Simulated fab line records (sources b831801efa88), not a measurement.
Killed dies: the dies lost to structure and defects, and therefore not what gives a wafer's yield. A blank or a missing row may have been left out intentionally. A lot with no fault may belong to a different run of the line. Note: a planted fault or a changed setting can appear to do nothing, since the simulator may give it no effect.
Problem report in the 8D (eight disciplines) form, filled by code || flow sky130 || the parts of the form that need people (team, actions taken, sign-off) are left out

1. WHAT WENT WRONG
At SKY_GATE_OXIDE_IMPLANT_11, dose-ions-cm2 averages 2.7e+12 over 6 wafers from 2 lots, while fault-free wafers read 2.6e+12, standard deviation 2.8e+09. Measured from the usual mean, that is +42 standard deviations.
Seen first at day 17 05:19 on implanter-03, wafer L556.2. At this step, 36 wafers from 12 lots have a number in the record. By rule, "out" or "out of limits" means more than 4 standard deviations away from the usual mean. All remaining wafers that have a number are taken as sound.

2. WHAT IT IS; WHAT IT IS NOT
{"question": "which readings at this step", "is": "dose-ions-cm2", "is not": "-"}
{"question": "which lots", "is": "L556, L557", "is not": "L548, L551, L552, L555, L562, L565, L566, L567, L568, L569"}
{"question": "which wafers of those lots", "is": "all that have a number", "is not": "-"}
{"question": "read on which tools", "is": "implanter-03", "is not": "implanter-01, implanter-04"}
{"question": "when", "is": "from day 17 05:19", "is not": "up to then (12 sound wafers); but 18 sound wafers of L562, L565, L566, L567, L568, L569 came after"}

3. THE SUSPECTS, EACH WITH WHAT RULES IT OUT
Counting: a tool at a process step up to the reading stays a suspect if it ran every lot that is out and no sound lot after the first of them.
- rie-diel-02 at SKY_SONOS_ONO_ETCH_15 (etches the open film in CHF3/O2, target depth 19.52 nm, time 7.8 s): kept. Every lot that is out went through it, starting with L556 (day 15 22:40), and after that it ran no sound lot; the last sound lot it ran before then is L555 (day 15 19:57).
- implanter-03 at SKY_GATE_OXIDE_IMPLANT_11: ruled out as a lasting fault. Sound lots L567, L568, L569 ran on it after its first lot that is out, L556 (day 17 05:19).
Remaining after the count: rie-diel-02 at SKY_SONOS_ONO_ETCH_15.

4. THE CAUSE (what the simulator had put in)
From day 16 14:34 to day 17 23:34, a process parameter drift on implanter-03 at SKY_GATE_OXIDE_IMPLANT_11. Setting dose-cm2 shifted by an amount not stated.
Counting ruled it out, wrongly.

5. THE CHAIN OF EFFECTS, in route order
Each row: a reading where the mean over the struck wafers with a number is more than 3 standard deviations away from the usual. Scope: only readings with a usual standard deviation given in the record; hours: median across lots of the time from each lot's start at the first step in this table that gives one to its start at this step; sigmas: change in usual standard deviations.
{"hours": 0, "step": "SKY_GATE_OXIDE_IMPLANT_11", "reading": "dose-ions-cm2", "usual": 2.6e+12, "on struck wafers": 2.7e+12, "change": "+1.2e+11", "sigmas": "+42"}
The process steps in it:
- SKY_GATE_OXIDE_IMPLANT_11

6. HOW IT WOULD HAVE BEEN CAUGHT EARLIER
In this record the first reading out of limits was taken at day 17 05:19, 15 hours after the fault began at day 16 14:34.
